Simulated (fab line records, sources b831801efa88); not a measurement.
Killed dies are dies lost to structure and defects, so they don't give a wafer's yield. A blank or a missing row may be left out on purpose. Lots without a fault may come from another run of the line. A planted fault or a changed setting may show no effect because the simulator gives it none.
fab line records | flow gf180mcu
record lots=5 wafers=15 last_day=34
route steps=602 shown TOP_METAL@569 PASSIVATION@587
lots that met no fault: from a run of the same line without faults
start_h: hours from the record's first day to the start of the lot's first wafer shown | wait_h: hours since the lot's step before | " the same as in the row above | L1.1+2: a row that stands for several wafers | - no value, or no start given | * or withheld: withheld | < > ~ a bound
route shown NAME@n: a module of which the file shows steps, and the number in the route of the first | usual: mean/standard deviation of fault-free wafers | same: alike in all rows | chamber/n: place in a boat | sites: the reading at each site | _std_site: their standard deviation | _edge_site: outer sites' mean less inner sites' | radius_mm: how far each site lies from the wafer's centre | mask NAME#n: copy n | behind: the tool/chamber that last shaped the wafer | hold: why the lot was held/for how many hours/how that ended | device: the transistor (n, p or np) that didn't switch | end of line: the same wafers' tests at the end of the route | a step without rows: its recipe alone | killed: dies lost to structure and defects at the first sort, not the wafer's yield | map: a wafer's dies, x killed, . not, _ none there
set.NAME: the setting as run; set.NAME@STEP: as run at that earlier step | model.NAME: the simulator's own value behind a step, which no gauge read
lots at some steps of the route; a table a step, a row a wafer
services: from which hour (start_h, from the record's first day; less than 0 if before it) a tool's chamber was out of use, for how many hours, and why
## steps
# step GF_TOP_METAL_SPUTTER_02
# recipe material=AlCu target_thk_nm=900 power_w=10600 chamber_pressure_pa=0.3 substrate_temp_c=250 gas=Ar time_s=47.82
# usual throttle_valve_pct=30.1/1.4
# columns lot.wafer tool chamber start_h wait_h throttle_valve_pct
L074.2 pvd_sputter-04 - 639.78 0.0 30.4
L074.5 " - " " 30.0
L074.6 " - " " 29.7
L075.1 pvd_sputter-04 - 645.45 0.0 29.3
L075.5 " - " " 30.4
L075.6 " - " " 31.4
L080.1 pvd_sputter-02 - 691.85 0.0 33.7
L080.2 " - " " 28.3
L080.4 " - " " 28.6
L086.1 pvd_sputter-01 - 723.67 0.0 31.8
L086.4 " - " " 31.6
L086.5 " - " " 29.7
L095.1 pvd_sputter-04 - 775.56 0.0 31.1
L095.2 " - " " 29.2
L095.3 " - " " 30.2
# step GF_TOP_METAL_SPUTTER_03
# recipe material=Ti target_thk_nm=5 substrate_temp_c=300 chamber_pressure_pa=0.3 power_w=3000 time_s=3.3
# usual throttle_valve_pct=30.1/1.4
# columns lot.wafer tool chamber start_h wait_h throttle_valve_pct
L074.2 pvd_sputter-04 - 639.82 0.0 30.4
L074.5 " - " " 30.4
L074.6 " - " " 29.6
L075.1 pvd_sputter-04 - 645.50 0.0 29.4
L075.5 " - " " 30.4
L075.6 " - " " 31.4
L080.1 pvd_sputter-02 - 691.89 0.0 33.6
L080.2 " - " " 28.2
L080.4 " - " " 28.6
L086.1 pvd_sputter-01 - 723.72 0.0 31.5
L086.4 " - " " 31.9
L086.5 " - " " 29.7
L095.1 pvd_sputter-04 - 775.60 0.0 31.7
L095.2 " - " " 29.3
L095.3 " - " " 30.4
# step GF_TOP_METAL_SPUTTER_04
# recipe material=TiN target_thk_nm=25 power_w=6500 time_s=20.8 chamber_pressure_pa=0.4
# usual throttle_valve_pct=30.1/1.4
# columns lot.wafer tool chamber start_h wait_h throttle_valve_pct
L074.2 pvd_sputter-04 - 639.84 0.0 30.5
L074.5 " - " " 30.3
L074.6 " - " " 29.7
L075.1 pvd_sputter-04 - 645.52 0.0 29.6
L075.5 " - " " 30.1
L075.6 " - " " 31.4
L080.1 pvd_sputter-02 - 691.91 0.0 33.3
L080.2 " - " " 28.1
L080.4 " - " " 28.8
L086.1 pvd_sputter-01 - 723.73 0.0 31.9
L086.4 " - " " 31.7
L086.5 " - " " 29.6
L095.1 pvd_sputter-04 - 775.62 0.0 31.4
L095.2 " - " " 28.9
L095.3 " - " " 30.2
# step GF_TOP_METAL_RS_MEAS_05
# recipe thk_meas_gauge=four-point-probe reads=TiN_of_TOP_METAL_SPUTTER_04+Ti_of_TOP_METAL_SPUTTER_03+AlCu_of_TOP_METAL_SPUTTER_02+TiN_of_TOP_METAL_SPUTTER_01+Ti_of_TOP_METAL_SPUTTER_00
# usual TOP_METAL_ALCU_RS=0.03278/0.00028
# columns lot.wafer tool chamber start_h wait_h TOP_METAL_ALCU_RS[ohm/sq]
L074.2 film_metro-04 - 639.89 0.0 0.03258
L074.5 " - " " 0.033
L074.6 " - " " 0.03243
L075.1 film_metro-03 - 645.54 0.0 0.03273
L075.5 " - " " 0.03289
L075.6 " - " " 0.03279
L080.1 film_metro-02 - 691.94 0.0 0.03268
L080.2 " - " " 0.03326
L080.4 " - " " 0.03333
L086.1 film_metro-04 - 723.76 0.0 0.03288
L086.4 " - " " 0.03308
L086.5 " - " " 0.03276
L095.1 film_metro-02 - 775.65 0.0 0.03272
L095.2 " - " " 0.03298
L095.3 " - " " 0.03312
# step GF_TOP_METAL_THK_MEAS_06
# recipe thk_meas_gauge=xrf reads=AlCu_of_TOP_METAL_SPUTTER_02
# usual TOP_METAL_ALCU_THK=904/9
# columns lot.wafer tool chamber start_h wait_h TOP_METAL_ALCU_THK[nm]
L074.2 film_metro-04 - 640.00 0.1 907
L074.5 " - " " 898
L074.6 " - " " 908
L075.1 film_metro-03 - 645.66 0.1 910
L075.5 " - " " 906
L075.6 " - " " 915
L080.1 film_metro-02 - 692.06 0.1 912
L080.2 " - " " 891
L080.4 " - " " 892
L086.1 film_metro-04 - 723.88 0.1 897
L086.4 " - " " 893
L086.5 " - " " 900
L095.1 film_metro-02 - 775.77 0.1 910
L095.2 " - " " 903
L095.3 " - " " 903
# step GF_TOP_METAL_DEHYDRATE_07
# recipe temp_c=200 time_s=60
# usual chill_plate_temp_C=22.99/0.11
# columns lot.wafer tool chamber start_h wait_h chill_plate_temp_C
L074.2 litho_track-01 0 649.04 9.0 22.94
L074.5 " 0 " " 22.97
L074.6 " 0 " " 22.91
L075.1 litho_track-03 0 654.88 9.2 23.06
L075.5 " 0 " " 22.87
L075.6 " 0 " " 22.93
L080.1 litho_track-01 0 700.07 8.0 22.84
L080.2 " 0 " " 23.02
L080.4 " 0 " " 23.02
L086.1 litho_track-03 0 732.33 8.4 22.89
L086.4 " 0 " " 22.81
L086.5 " 0 " " 23.11
L095.1 litho_track-01 0 783.01 7.2 23.02
L095.2 " 0 " " 23.00
L095.3 " 0 " " 23.10
# step GF_TOP_METAL_HMDS_08
# recipe prime_time_s=60 prime_temp_c=120
# usual chill_plate_temp_C=23.00/0.093
# columns lot.wafer tool chamber start_h wait_h chill_plate_temp_C
L074.2 litho_track-01 0 649.19 0.1 23.06
L074.5 " 0 " " 23.02
L074.6 " 0 " " 23.01
L075.1 litho_track-03 0 655.03 0.1 23.04
L075.5 " 0 " " 22.95
L075.6 " 0 " " 22.88
L080.1 litho_track-01 0 700.22 0.1 23.16
L080.2 " 0 " " 22.93
L080.4 " 0 " " 22.96
L086.1 litho_track-03 0 732.48 0.1 22.94
L086.4 " 0 " " 22.93
L086.5 " 0 " " 23.02
L095.1 litho_track-01 0 783.16 0.1 22.93
L095.2 " 0 " " 22.91
L095.3 " 0 " " 22.92
# step GF_TOP_METAL_COAT_09
# recipe resist=NOVOLAK spin_rpm=3000 resist_thk_nm=1500
# usual chill_plate_temp_C=23.05/0.091
# columns lot.wafer tool chamber start_h wait_h chill_plate_temp_C
L074.2 litho_track-01 0 649.34 0.1 23.19
L074.5 " 0 " " 23.09
L074.6 " 0 " " 23.03
L075.1 litho_track-03 0 655.18 0.1 23.29
L075.5 " 0 " " 23.11
L075.6 " 0 " " 23.03
L080.1 litho_track-01 0 700.37 0.1 23.10
L080.2 " 0 " " 23.13
L080.4 " 0 " " 23.16
L086.1 litho_track-03 0 732.63 0.1 23.01
L086.4 " 0 " " 22.91
L086.5 " 0 " " 23.01
L095.1 litho_track-01 0 783.31 0.1 23.12
L095.2 " 0 " " 22.99
L095.3 " 0 " " 23.09
# step GF_TOP_METAL_SOFTBAKE_10
# recipe temp_c=90 time_s=60 resist=NOVOLAK
# usual chill_plate_temp_C=23.00/0.13
# columns lot.wafer tool chamber start_h wait_h chill_plate_temp_C
L074.2 litho_track-01 0 649.49 0.1 23.08
L074.5 " 0 " " 23.15
L074.6 " 0 " " 23.03
L075.1 litho_track-03 0 655.33 0.1 23.13
L075.5 " 0 " " 23.12
L075.6 " 0 " " 23.03
L080.1 litho_track-01 0 700.52 0.1 22.97
L080.2 " 0 " " 23.08
L080.4 " 0 " " 23.10
L086.1 litho_track-03 0 732.78 0.1 22.80
L086.4 " 0 " " 22.93
L086.5 " 0 " " 22.88
L095.1 litho_track-01 0 783.46 0.1 22.85
L095.2 " 0 " " 22.94
L095.3 " 0 " " 23.05
# step GF_TOP_METAL_EXPOSE_11
# recipe mask_id=MetalTop target_cd_nm=440 na=0.6 source_shape=conventional sigma_outer=0.6 dose_mj=170
# columns lot.wafer tool chamber start_h wait_h mask
L074.2+5+6 iline_stepper-02 0 - - MetalTop#0
L075.1+5+6 iline_stepper-02 0 - - MetalTop#0
L080.1+2+4 iline_stepper-01 0 - - MetalTop#0
L086.1+4+5 iline_stepper-01 0 - - MetalTop#0
L095.1+2+3 iline_stepper-01 0 - - MetalTop#0
# step GF_TOP_METAL_PEB_12
# recipe temp_c=withheld time_s=* resist=NOVOLAK
# usual chill_plate_temp_C=*
# columns lot.wafer tool chamber start_h wait_h chill_plate_temp_C
L074.2 litho_track-02 0 - - *
L074.5 " 0 " " *
L074.6 " 0 " " *
L075.1 litho_track-02 0 - - *
L075.5 " 0 " " *
L075.6 " 0 " " *
L080.1 litho_track-03 0 - - *
L080.2 " 0 " " *
L080.4 " 0 " " *
L086.1 litho_track-01 0 - - *
L086.4 " 0 " " *
L086.5 " 0 " " *
L095.1 litho_track-01 0 - - *
L095.2 " 0 " " *
L095.3 " 0 " " *
# step GF_TOP_METAL_DEVELOP_13
# recipe develop_time_s=60 dev_temp_c=23
# usual chill_plate_temp_C=23.01/0.12
# columns lot.wafer tool chamber start_h wait_h chill_plate_temp_C
L074.2 litho_track-02 0 659.38 0.1 23.12
L074.5 " 0 " " 23.05
L074.6 " 0 " " 23.21
L075.1 litho_track-02 0 664.61 0.1 23.12
L075.5 " 0 " " 23.00
L075.6 " 0 " " 22.91
L080.1 litho_track-03 0 710.28 0.1 22.85
L080.2 " 0 " " 22.98
L080.4 " 0 " " 22.90
L086.1 litho_track-01 0 741.47 0.1 23.05
L086.4 " 0 " " 23.01
L086.5 " 0 " " 22.94
L095.1 litho_track-01 0 791.06 0.1 22.87
L095.2 " 0 " " 22.91
L095.3 " 0 " " 22.97
# step GF_TOP_METAL_CD_MEAS_14
# recipe target_cd_nm=440
# usual cd_nm=440.0/2.4
# columns lot.wafer tool chamber start_h wait_h cd_nm
L074.2 cd_sem-01 - 659.53 0.1 442.3
L074.5 " - " " 441.3
L074.6 " - " " 439.7
L075.1 cd_sem-02 - 664.76 0.1 431.5
L075.5 " - " " 435.9
L075.6 " - " " 435.0
L080.1 cd_sem-01 - 710.43 0.1 438.0
L080.2 " - " " 439.8
L080.4 " - " " 437.9
L086.1 cd_sem-01 - 741.62 0.1 437.3
L086.4 " - " " 437.3
L086.5 " - " " 436.6
L095.1 cd_sem-01 - 791.21 0.1 441.2
L095.2 " - " " 441.5
L095.3 " - " " 440.2
# step GF_TOP_METAL_OVL_MEAS_15
# usual TOP_METAL_OVL=-0.8/1.2
# columns lot.wafer tool chamber start_h wait_h TOP_METAL_OVL[nm]
L074.2 overlay-01 - 659.64 0.1 -0.3
L074.5 " - " " 1.0
L074.6 " - " " 1.6
L075.1 overlay-01 - 664.88 0.1 -0.5
L075.5 " - " " -2.6
L075.6 " - " " -2.5
L080.1 overlay-01 - 710.55 0.1 -0.5
L080.2 " - " " 0.1
L080.4 " - " " 0.3
L086.1 overlay-02 - 741.74 0.1 -2.8
L086.4 " - " " -1.5
L086.5 " - " " -2.4
L095.1 overlay-01 - 791.33 0.1 -1.7
L095.2 " - " " -0.8
L095.3 " - " " -0.5
# step GF_TOP_METAL_METAL_ETCH_16
# recipe chemistry=Cl2/BCl3 mask_material=NOVOLAK target_depth_nm=1197 stop_on=SiO2 pressure_mtorr=8 icp_w=800 bias_w=140 Cl2_flow_sccm=80 bcl3_flow_sccm=40 time_s=199.5
# usual bcl3_flow_sccm=40.01/0.13 bias_w=140.0/0.47 drypump_motor_current_A=5.7/0.3 he_backside_leak_sccm=3.4/0.32 oes_product_au=0.991/0.0054 throttle_valve_pct=28.228/0.01
# columns lot.wafer tool chamber start_h wait_h bcl3_flow_sccm bias_w drypump_motor_current_A he_backside_leak_sccm oes_product_au rf_hours_counter_h throttle_valve_pct
L074.2 rie_metal-02 1 659.67 0.0 39.91 140.5 6.0 3.2 0.992 7 28.228
L074.5 " 0 " " 40.36 139.9 5.2 3.4 0.983 - 28.221
L074.6 " 1 " " 40.02 139.7 6.0 3.3 0.991 - 28.244
L075.1 rie_metal-02 1 664.91 0.0 40.12 139.4 6.0 3.3 0.991 7 28.226
L075.5 " 0 " " 39.99 140.5 5.2 3.6 0.988 - 28.233
L075.6 " 1 " " 39.88 139.7 6.0 3.2 1.000 - 28.212
L080.1 rie_metal-02 1 710.58 0.0 39.88 140.6 6.0 3.4 0.988 9 28.222
L080.2 " 0 " " 40.05 139.8 5.2 3.6 0.987 12 28.220
L080.4 " 1 " " 40.04 140.2 6.0 3.5 0.987 - 28.219
L086.1 rie_metal-03 1 741.77 0.0 39.86 139.3 5.9 3.4 0.990 2 28.226
L086.4 " 0 " " 39.76 140.8 5.6 3.2 0.999 - 28.227
L086.5 " 0 " " 39.89 140.5 5.6 3.3 0.999 - 28.237
L095.1 rie_metal-03 0 791.37 0.0 40.03 139.8 5.6 3.1 0.990 9 28.222
L095.2 " 1 " " 40.21 140.4 5.9 3.4 0.994 5 28.220
L095.3 " 0 " " 39.93 140.0 5.6 3.0 0.997 - 28.219
# step GF_TOP_METAL_STRIP_17
# recipe chemistry=O2/N2 power_w=1400 pressure_mtorr=1500 platen_temp_c=250 o2_flow_sccm=3000 n2_flow_sccm=300 overash_fraction=0.5
# usual drypump_motor_current_A=5.7/0.32 heater_power_w=332/18 oes_product_au=0.710/0.0043 strip_time_to_endpoint_s=12.86/0.078
# same overash_fraction=0.5
# columns lot.wafer tool chamber start_h wait_h drypump_motor_current_A heater_power_w oes_product_au rf_hours_counter_h strip_time_to_endpoint_s
L074.2 plasma_asher-04 1 659.86 0.1 5.2 326 0.716 84 12.83
L074.5 " 1 " " 5.2 318 0.713 - 13.02
L074.6 " 0 " " 5.7 365 0.718 - 12.86
L075.1 plasma_asher-02 1 665.10 0.1 5.8 335 0.713 60 12.80
L075.5 " 1 " " 5.9 336 0.710 - 12.83
L075.6 " 0 " " 5.7 318 0.705 - 12.76
L080.1 plasma_asher-04 0 710.77 0.1 5.7 370 0.710 90 12.84
L080.2 " 1 " " 5.2 318 0.715 90 12.91
L080.4 " 0 " " 5.7 357 0.710 - 12.89
L086.1 plasma_asher-04 0 741.96 0.1 5.7 350 0.703 94 12.88
L086.4 " 1 " " 5.2 328 0.713 - 12.77
L086.5 " 1 " " 5.2 330 0.708 - 12.77
L095.1 plasma_asher-01 0 791.56 0.1 5.5 315 0.714 5 12.90
L095.2 " 1 " " 6.3 350 0.708 5 12.95
L095.3 " 1 " " 6.3 346 0.718 - 12.86
# step GF_TOP_METAL_STRIP_18
# recipe chemistry=post_etch_residue_remover time_s=1200 temp_c=72.5
# columns lot.wafer tool chamber start_h wait_h
L074.2+5+6 wet_bench-04 2 659.96 0.1
L075.1+5+6 wet_bench-01 1 665.20 0.1
L080.1+2+4 wet_bench-04 2 710.87 0.1
L086.1+4+5 wet_bench-04 0 742.06 0.1
L095.1+2+3 wet_bench-01 3 791.66 0.1
# step GF_TOP_METAL_CLEAN_19
# recipe chemistry=DIW dry=n2_spin
# columns lot.wafer tool chamber start_h wait_h
L074.2+5+6 wet_bench-03 3 660.30 0.0
L075.1+5+6 wet_bench-03 3 665.55 0.0
L080.1+2+4 wet_bench-01 2 711.22 0.0
L086.1+4+5 wet_bench-01 1 742.40 0.0
L095.1+2+3 wet_bench-03 3 792.03 0.0
# step GF_PASSIVATION_CVD_00
# recipe material=SiO2 target_thk_nm=1000 precursor=TEOS temp_c=400 time_s=111.95 rf_w=600
# usual heater_power_outer_w=412/75 heater_power_w=681/90
# columns lot.wafer tool chamber start_h wait_h heater_power_outer_w heater_power_w
L074.2 pecvd-01 0 660.39 0.0 423 630
L074.5 " 2 " " 354 593
L074.6 " 0 " " 467 685
L075.1 pecvd-04 1 665.73 0.0 503 755
L075.5 " 0 " " 341 567
L075.6 " 2 " " 339 577
L080.1 pecvd-04 2 711.31 0.0 340 586
L080.2 " 0 " " 375 613
L080.4 " 1 " " 407 661
L086.1 pecvd-04 0 742.50 0.0 396 672
L086.4 " 2 " " 338 596
L086.5 " 1 " " 520 791
L095.1 pecvd-01 2 792.13 0.0 367 621
L095.2 " 0 " " 428 667
L095.3 " 1 " " 522 820
# step GF_PASSIVATION_THK_MEAS_01
# recipe reads=SiO2_of_PASSIVATION_CVD_00
# usual PASSIVATION_CVD_00_THK=1000/12
# columns lot.wafer tool chamber start_h wait_h PASSIVATION_CVD_00_THK[nm]
L074.2 film_metro-01 - 660.48 0.0 992
L074.5 " - " " 1018
L074.6 " - " " 1007
L075.1 film_metro-03 - 665.81 0.0 1004
L075.5 " - " " 1015
L075.6 " - " " 1026
L080.1 film_metro-01 - 711.39 0.0 988
L080.2 " - " " 994
L080.4 " - " " 1008
L086.1 film_metro-03 - 742.58 0.0 988
L086.4 " - " " 1021
L086.5 " - " " 1013
L095.1 film_metro-03 - 792.21 0.0 994
L095.2 " - " " 983
L095.3 " - " " 1001
# step GF_PASSIVATION_CVD_02
# recipe material=Si3N4 target_thk_nm=700 time_s=486.18 temp_c=400 rf_w=450
# usual heater_power_outer_w=442/76 heater_power_w=734/94
# columns lot.wafer tool chamber start_h wait_h heater_power_outer_w heater_power_w
L074.2 pecvd-04 0 660.53 0.0 468 763
L074.5 " 2 " " 400 671
L074.6 " 1 " " 567 868
L075.1 pecvd-03 2 665.87 0.1 482 851
L075.5 " 1 " " 385 683
L075.6 " 0 " " 375 684
L080.1 pecvd-01 0 711.45 0.1 446 657
L080.2 " 2 " " 477 753
L080.4 " 2 " " 492 749
L086.1 pecvd-01 2 742.64 0.1 494 769
L086.4 " 2 " " 402 621
L086.5 " 1 " " 585 894
L095.1 pecvd-03 1 792.27 0.1 384 697
L095.2 " 0 " " 368 660
L095.3 " 2 " " 431 788
# step GF_PASSIVATION_THK_MEAS_03
# recipe reads=Si3N4_of_PASSIVATION_CVD_02
# usual PASSIVATION_CVD_02_THK=704/9.2
# columns lot.wafer tool chamber start_h wait_h PASSIVATION_CVD_02_THK[nm]
L074.2 film_metro-03 - 660.83 0.2 697
L074.5 " - " " 699
L074.6 " - " " 695
L075.1 film_metro-01 - 666.16 0.1 696
L075.5 " - " " 718
L075.6 " - " " 719
L080.1 film_metro-01 - 711.73 0.1 703
L080.2 " - " " 697
L080.4 " - " " 713
L086.1 film_metro-04 - 742.92 0.1 694
L086.4 " - " " 710
L086.5 " - " " 704
L095.1 film_metro-04 - 792.55 0.1 707
L095.2 " - " " 701
L095.3 " - " " 698
# step GF_PASSIVATION_DEHYDRATE_04
# recipe temp_c=200 time_s=60
# usual chill_plate_temp_C=22.98/0.093
# columns lot.wafer tool chamber start_h wait_h chill_plate_temp_C
L074.2 litho_track-04 0 669.83 9.0 22.95
L074.5 " 0 " " 22.94
L074.6 " 0 " " 23.00
L075.1 litho_track-03 0 675.33 9.2 22.83
L075.5 " 0 " " 23.01
L075.6 " 0 " " 23.12
L080.1 litho_track-04 0 720.25 8.5 22.91
L080.2 " 0 " " 22.89
L080.4 " 0 " " 22.92
L086.1 litho_track-04 0 750.70 7.8 22.98
L086.4 " 0 " " 23.01
L086.5 " 0 " " 23.02
L095.1 litho_track-01 0 799.21 6.7 22.90
L095.2 " 0 " " 23.00
L095.3 " 0 " " 22.90
# step GF_PASSIVATION_HMDS_05
# recipe prime_time_s=60 prime_temp_c=120
# usual chill_plate_temp_C=23.01/0.11
# columns lot.wafer tool chamber start_h wait_h chill_plate_temp_C
L074.2 litho_track-04 0 669.98 0.1 22.98
L074.5 " 0 " " 23.03
L074.6 " 0 " " 23.03
L075.1 litho_track-03 0 675.48 0.1 22.81
L075.5 " 0 " " 22.79
L075.6 " 0 " " 22.98
L080.1 litho_track-04 0 720.40 0.1 22.87
L080.2 " 0 " " 23.01
L080.4 " 0 " " 23.16
L086.1 litho_track-04 0 750.85 0.1 23.04
L086.4 " 0 " " 23.15
L086.5 " 0 " " 23.03
L095.1 litho_track-01 0 799.36 0.1 23.00
L095.2 " 0 " " 23.11
L095.3 " 0 " " 23.10
# step GF_PASSIVATION_COAT_06
# recipe spin_rpm=2000 resist_thk_nm=4000
# usual chill_plate_temp_C=22.99/0.11
# columns lot.wafer tool chamber start_h wait_h chill_plate_temp_C
L074.2 litho_track-04 0 670.13 0.1 22.93
L074.5 " 0 " " 22.88
L074.6 " 0 " " 22.80
L075.1 litho_track-03 0 675.63 0.1 23.04
L075.5 " 0 " " 22.97
L075.6 " 0 " " 22.94
L080.1 litho_track-04 0 720.55 0.1 23.07
L080.2 " 0 " " 23.14
L080.4 " 0 " " 22.94
L086.1 litho_track-04 0 751.00 0.1 23.01
L086.4 " 0 " " 23.11
L086.5 " 0 " " 23.16
L095.1 litho_track-01 0 799.51 0.1 23.00
L095.2 " 0 " " 23.02
L095.3 " 0 " " 23.02
# step GF_PASSIVATION_SOFTBAKE_07
# recipe temp_c=110 time_s=withheld
# usual chill_plate_temp_C=23.01/0.11
# columns lot.wafer tool chamber start_h wait_h chill_plate_temp_C
L074.2 litho_track-04 0 670.29 0.1 22.99
L074.5 " 0 " " 22.96
L074.6 " 0 " " 22.99
L075.1 litho_track-03 0 675.78 0.1 22.99
L075.5 " 0 " " 23.09
L075.6 " 0 " " 23.12
L080.1 litho_track-04 0 720.70 0.1 23.01
L080.2 " 0 " " 23.16
L080.4 " 0 " " 23.15
L086.1 litho_track-04 0 751.15 0.1 23.06
L086.4 " 0 " " 23.21
L086.5 " 0 " " 23.05
L095.1 litho_track-01 0 799.66 0.1 23.07
L095.2 " 0 " " 23.19
L095.3 " 0 " " 22.93
# step GF_PASSIVATION_EXPOSE_08
# recipe mask_id=Pad target_cd_nm=40000 na=0.57 dose_mj=310
# columns lot.wafer tool chamber start_h wait_h mask
L074.2+5+6 iline_stepper-01 0 - - Pad#0
L075.1+5+6 iline_stepper-02 0 - - Pad#0
L080.1+2+4 iline_stepper-01 0 - - Pad#0
L086.1+4+5 iline_stepper-02 0 - - Pad#0
L095.1+2+3 iline_stepper-02 0 - - Pad#0
# step GF_PASSIVATION_PEB_09
# recipe temp_c=115 time_s=withheld
# usual chill_plate_temp_C=23.00/0.11
# columns lot.wafer tool chamber start_h wait_h chill_plate_temp_C
L074.2 litho_track-03 0 - - 22.94
L074.5 " 0 " " 22.97
L074.6 " 0 " " 22.97
L075.1 litho_track-03 0 - - 22.83
L075.5 " 0 " " 23.21
L075.6 " 0 " " 23.00
L080.1 litho_track-01 0 - - 22.99
L080.2 " 0 " " 22.94
L080.4 " 0 " " 22.90
L086.1 litho_track-04 0 - - 22.93
L086.4 " 0 " " 22.85
L086.5 " 0 " " 22.85
L095.1 litho_track-04 0 - - 23.02
L095.2 " 0 " " 23.09
L095.3 " 0 " " 22.93
# step GF_PASSIVATION_DEVELOP_10
# recipe develop_time_s=60 dev_temp_c=23
# usual chill_plate_temp_C=23.02/0.095
# columns lot.wafer tool chamber start_h wait_h chill_plate_temp_C
L074.2 litho_track-03 0 - - 23.04
L074.5 " 0 " " 23.09
L074.6 " 0 " " 22.93
L075.1 litho_track-03 0 - - 22.98
L075.5 " 0 " " 22.92
L075.6 " 0 " " 22.95
L080.1 litho_track-01 0 - - 23.07
L080.2 " 0 " " 22.98
L080.4 " 0 " " 23.00
L086.1 litho_track-04 0 - - 23.05
L086.4 " 0 " " 23.16
L086.5 " 0 " " 23.14
L095.1 litho_track-04 0 - - 22.99
L095.2 " 0 " " 23.04
L095.3 " 0 " " 23.09
# step GF_PASSIVATION_ETCH_11
# recipe chemistry=CF4/O2 target_depth_nm=2040 stop_on=TiN source_w=800 bias_w=150 pressure_mtorr=150 cf4_flow_sccm=80 O2_flow_sccm=10 time_s=453.3
# usual O2_flow_sccm=9.999/0.03 bias_w=150.0/0.47 drypump_motor_current_A=5.6/0.47 oes_product_au=0.990/0.0059 throttle_valve_pct=5.968/0.0097
# columns lot.wafer tool chamber start_h wait_h O2_flow_sccm bias_w drypump_motor_current_A oes_product_au rf_hours_counter_h throttle_valve_pct
L074.2 rie_diel-02 3 679.88 - 9.952 150.1 5.5 0.991 3 5.963
L074.5 " 1 " " 10.002 150.5 5.6 0.985 - 5.963
L074.6 " 2 " " 10.006 150.3 5.8 0.983 - 5.963
L075.1 rie_diel-04 0 685.13 - 10.001 150.3 5.5 0.987 43 5.966
L075.5 " 0 " " 10.039 150.0 5.5 0.991 - 5.947
L075.6 " 3 " " 9.997 150.0 6.2 0.976 - 5.983
L080.1 rie_diel-02 1 729.37 - 9.964 150.5 5.6 0.998 32 5.981
L080.2 " 3 " " 9.950 150.4 5.6 0.989 6 5.967
L080.4 " 2 " " 9.990 150.0 5.9 0.992 6 5.979
L086.1 rie_diel-01 2 759.20 - 10.016 149.7 5.0 0.991 25 5.988
L086.4 " 1 " " 10.006 150.0 6.1 0.994 13 5.962
L086.5 " 0 " " 10.014 149.4 5.2 0.986 - 5.973
L095.1 rie_diel-04 3 807.85 - 9.982 149.4 6.1 0.994 10 5.958
L095.2 " 1 " " 9.956 149.9 4.9 0.990 2 5.975
L095.3 " 2 " " 9.995 149.7 6.1 0.986 14 5.973
# step GF_PASSIVATION_STRIP_12
# recipe chemistry=O2/N2 power_w=1400 pressure_mtorr=1500 platen_temp_c=250 o2_flow_sccm=3000 n2_flow_sccm=300 overash_fraction=0.5
# usual drypump_motor_current_A=5.77/0.26 heater_power_w=343/27 oes_product_au=0.718/0.0044 strip_time_to_endpoint_s=32.92/0.22
# same overash_fraction=0.5
# columns lot.wafer tool chamber start_h wait_h drypump_motor_current_A heater_power_w oes_product_au rf_hours_counter_h strip_time_to_endpoint_s
L074.2 plasma_asher-02 1 680.15 0.1 5.85 331 0.710 62 32.67
L074.5 " 0 " " 5.68 314 0.715 - 33.07
L074.6 " 1 " " 5.81 325 0.723 - 33.03
L075.1 plasma_asher-03 0 685.40 0.1 5.70 378 0.721 25 32.91
L075.5 " 1 " " 5.64 366 0.719 - 32.96
L075.6 " 0 " " 5.71 383 0.722 - 33.14
L080.1 plasma_asher-01 0 729.63 0.1 5.52 277 0.718 113 33.06
L080.2 " 1 " " 6.26 353 0.711 113 32.81
L080.4 " 0 " " 5.52 273 0.716 - 33.04
L086.1 plasma_asher-01 1 759.47 0.1 6.28 350 0.727 2 32.67
L086.4 " 0 " " 5.51 319 0.719 - 32.96
L086.5 " 0 " " 5.52 314 0.712 - 33.19
L095.1 plasma_asher-01 0 808.12 0.1 5.54 316 0.732 7 33.03
L095.2 " 1 " " 6.28 344 0.717 7 32.84
L095.3 " 0 " " 5.50 314 0.712 - 33.12
# step GF_PASSIVATION_ANNEAL_13
# recipe temp_c=400 time_s=1800 ambient=N2/H2 idle_temp_c=300 ramp_up_c_per_min=10 ramp_down_c_per_min=3
# usual spike_tc_bottom_C=424.8/1.2 spike_tc_centre_C=400.3/1.1
# columns lot.wafer tool chamber start_h wait_h spike_tc_bottom_C spike_tc_centre_C
L074.2 furnace-01 0 680.25 0.1 422.9 400.8
L074.5 " 0 " " 423.1 401.2
L074.6 " 0 " " 423.7 400.3
L075.1 furnace-01 0 685.50 0.1 424.9 400.9
L075.5 " 0 " " 425.1 400.4
L075.6 " 0 " " 425.4 400.1
L080.1 furnace-02 0 729.73 0.1 426.7 399.9
L080.2 " 0 " " 426.0 400.5
L080.4 " 0 " " 427.3 400.0
L086.1 furnace-02 0 759.57 0.1 426.2 399.1
L086.4 " 0 " " 425.6 399.5
L086.5 " 0 " " 427.2 399.4
L095.1 furnace-01 0 808.22 0.1 423.3 401.2
L095.2 " 0 " " 423.4 402.5
L095.3 " 0 " " 425.1 398.6
# step GF_PASSIVATION_BOW_MEAS_14
# recipe mode=bow
# usual PASSIVATION_BOW=135/9.6
# columns lot.wafer tool chamber start_h wait_h PASSIVATION_BOW[um]
L074.2 film_metro-04 - 681.77 0.0 134
L074.5 " - " " 132
L074.6 " - " " 130
L075.1 film_metro-04 - 687.00 0.0 138
L075.5 " - " " 128
L075.6 " - " " 133
L080.1 film_metro-04 - 731.23 0.0 151
L080.2 " - " " 154
L080.4 " - " " 144
L086.1 film_metro-03 - 761.07 0.0 147
L086.4 " - " " 145
L086.5 " - " " 131
L095.1 film_metro-03 - 809.72 0.0 121
L095.2 " - " " 142
L095.3 " - " " 140
## services
# columns tool chamber start_h hours kind
wet_bench-04 - 619.37 0.5 repair
wet_bench-04 - 632.14 0.6 repair
plasma_asher-04 - 649.68 1.1 repair
iline_stepper-02 - 653.41 0.6 repair
plasma_asher-01 - 665.03 24.9 repair
pecvd-01 - 665.70 0.8 repair
wet_bench-01 - 681.68 1.9 repair
pvd_sputter-04 - 699.33 1.4 repair
iline_stepper-01 - 703.11 2.1 pm
iline_stepper-02 - 709.50 4.8 repair
iline_stepper-02 - 717.51 1.7 pm
furnace-01 - 721.46 3.3 pm
iline_stepper-01 - 727.44 4.4 pm
plasma_asher-01 - 733.75 9.0 pm
pecvd-04 - 740.30 1.7 repair
rie_metal-02 - 757.85 0.7 repair
iline_stepper-01 - 760.30 0.6 repair
plasma_asher-01 - 761.74 1.1 repair
iline_stepper-01 - 770.42 1.7 pm
rie_metal-02 - 780.29 14.6 pm
pvd_sputter-02 - 796.19 4.9 repair
iline_stepper-01 - 798.26 1.0 repair
pecvd-01 - 799.38 14.0 pm
plasma_asher-04 - 805.95 9.8 repair
## key
fault none
